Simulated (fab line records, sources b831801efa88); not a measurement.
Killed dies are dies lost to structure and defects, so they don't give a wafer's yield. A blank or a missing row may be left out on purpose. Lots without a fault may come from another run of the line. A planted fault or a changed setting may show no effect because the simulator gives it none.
Which tool did it? | flow sky130 | 11 lots, 33 wafers sampled, at 3 steps of a route of 708

WHAT THE GAUGES READ, wafer by wafer
SKY_VIA2_RS_MEAS_22: measures by four-point-probe.
lot  | measured     | on            | VIA2_W_RS (ohm/sq)
L290 | day 38 14:03 | film_metro-02 | 0.268 0.272 0.282
L292 | day 39 12:41 | film_metro-03 | 0.265 0.278 0.265
L293 | day 39 18:46 | film_metro-02 | 0.271 0.271 0.274
L295 | day 40 08:53 | film_metro-01 | 0.282 0.268 0.278
L299 | day 41 19:41 | film_metro-01 | 0.273 0.274 0.277
L301 | day 42 07:32 | film_metro-01 | 0.268 0.263 0.275
L303 | day 42 16:18 | film_metro-01 | 0.278 0.268 0.274
L304 | day 43 03:29 | film_metro-01 | 0.270 0.277 0.270
L307 | day 43 22:38 | film_metro-02 | 0.271 0.270 0.268
L308 | day 44 04:20 | film_metro-03 | 0.278 0.277 0.278
L311 | day 44 21:29 | film_metro-03 | 0.273 0.274 0.273

WHICH TOOL RAN EACH LOT (tool, then ch and the chambers of the sampled wafers, then the start)
lot  | SKY_VIA2_CMP_02               | SKY_VIA2_ETCH_14
L290 | cmp-02 ch 1,2,3, day 37 07:48 | rie_diel-02 ch 0,1,3, day 38 13:06
L292 | cmp-02 ch 2,3, day 38 05:31   | rie_diel-04 ch 1,2,3, day 39 11:42
L293 | cmp-02 ch 1,2,3, day 38 11:20 | rie_diel-02 ch 0,2,3, day 39 17:48
L295 | cmp-01 ch 1,2, day 39 02:10   | rie_diel-02 ch 0,1,2, day 40 08:00
L299 | cmp-02 ch 1,2,3, day 40 15:29 | rie_diel-03 ch 0,2,3, day 41 18:48
L301 | cmp-01 ch 0,1, day 41 04:26   | rie_diel-04 ch 1,2,3, day 42 06:33
L303 | cmp-01 ch 1,3, day 41 13:58   | rie_diel-02 ch 0,1,3, day 42 15:25
L304 | cmp-02 ch 0,1, day 42 03:00   | rie_diel-02 ch 1,2, day 43 02:36
L307 | cmp-01 ch 0,1,3, day 42 21:34 | rie_diel-04 ch 1,3, day 43 21:45
L308 | cmp-01 ch 0,3, day 43 03:13   | rie_diel-02 ch 0,1,3, day 44 03:24
L311 | cmp-02 ch 0,3, day 43 21:10   | rie_diel-02 ch 0,1, day 44 20:36
- SKY_VIA2_CMP_02: polishes SiO2.
- SKY_VIA2_ETCH_14: etches BARC in N2/H2, stops on SiO2, time 45.9 s, target depth 60 nm.

WHAT THE TOOLS THEMSELVES READ (means of the sampled wafers that have a number; where no wafer has one, the mark that the record gives instead)
SKY_VIA2_CMP_02.
lot  | tool   | motor_current_A (A) | slurry_filter_dp_kPa (kPa)
L290 | cmp-02 | 11.4                | 13.59
L292 | cmp-02 | 11.5                | 13.59
L293 | cmp-02 | 11.4                | 13.48
L295 | cmp-01 | 11.2                | 13.58
L299 | cmp-02 | 10.9                | 13.42
L301 | cmp-01 | 12.1                | 13.58
L303 | cmp-01 | 12.8                | 13.53
L304 | cmp-02 | 11.3                | 13.36
L307 | cmp-01 | 12.4                | 13.48
L308 | cmp-01 | 11.9                | 13.59
L311 | cmp-02 | 11.4                | 13.48

SKY_VIA2_ETCH_14.
lot  | tool        | bias_w (W) | drypump_motor_current_A (A) | oes_product_au (a.u.) | throttle_valve_pct (%)
L290 | rie_diel-02 | 100.2      | 5.4                         | 0.847                 | 13.226
L292 | rie_diel-04 | 99.7       | 6.1                         | 0.858                 | 13.234
L293 | rie_diel-02 | 100.0      | 5.7                         | 0.856                 | 13.222
L295 | rie_diel-02 | 99.6       | 5.7                         | 0.856                 | 13.222
L299 | rie_diel-03 | 100.0      | 5.7                         | 0.851                 | 13.223
L301 | rie_diel-04 | 100.2      | 6.1                         | 0.857                 | 13.217
L303 | rie_diel-02 | 100.0      | 5.5                         | 0.857                 | 13.227
L304 | rie_diel-02 | 99.8       | 5.9                         | 0.858                 | 13.233
L307 | rie_diel-04 | 100.0      | 6.2                         | 0.854                 | 13.230
L308 | rie_diel-02 | 99.9       | 5.5                         | 0.853                 | 13.218
L311 | rie_diel-02 | 99.8       | 5.4                         | 0.858                 | 13.225

THE ANSWER, worked out from the rows above alone
Rule: what is usual is taken from the lots themselves. Put in order of their means at a reading, lots are off if they are a third of the lots or fewer, leave a main group of 4 or more, and stand apart from it by a gap of 3 or more times the standard deviation of the main group's means; of several such gaps the widest counts. A main group whose means are all the same, to the digits that the tables above print for the reading, isn't used. A lot without any number at a reading at which 4 lots or more have one is off too. The other lots that the step has rows for count as sound. The gauges are gone through in route order, then the tools' own readings, and for those a lot's mean is taken as printed above. The first step at which some lot is off is used, and at that step the reading that is off furthest; a lot without a number counts as furthest.
No lot is off at any reading shown: from this, nothing can be told.

WHAT THE SIMULATOR HAD PUT IN
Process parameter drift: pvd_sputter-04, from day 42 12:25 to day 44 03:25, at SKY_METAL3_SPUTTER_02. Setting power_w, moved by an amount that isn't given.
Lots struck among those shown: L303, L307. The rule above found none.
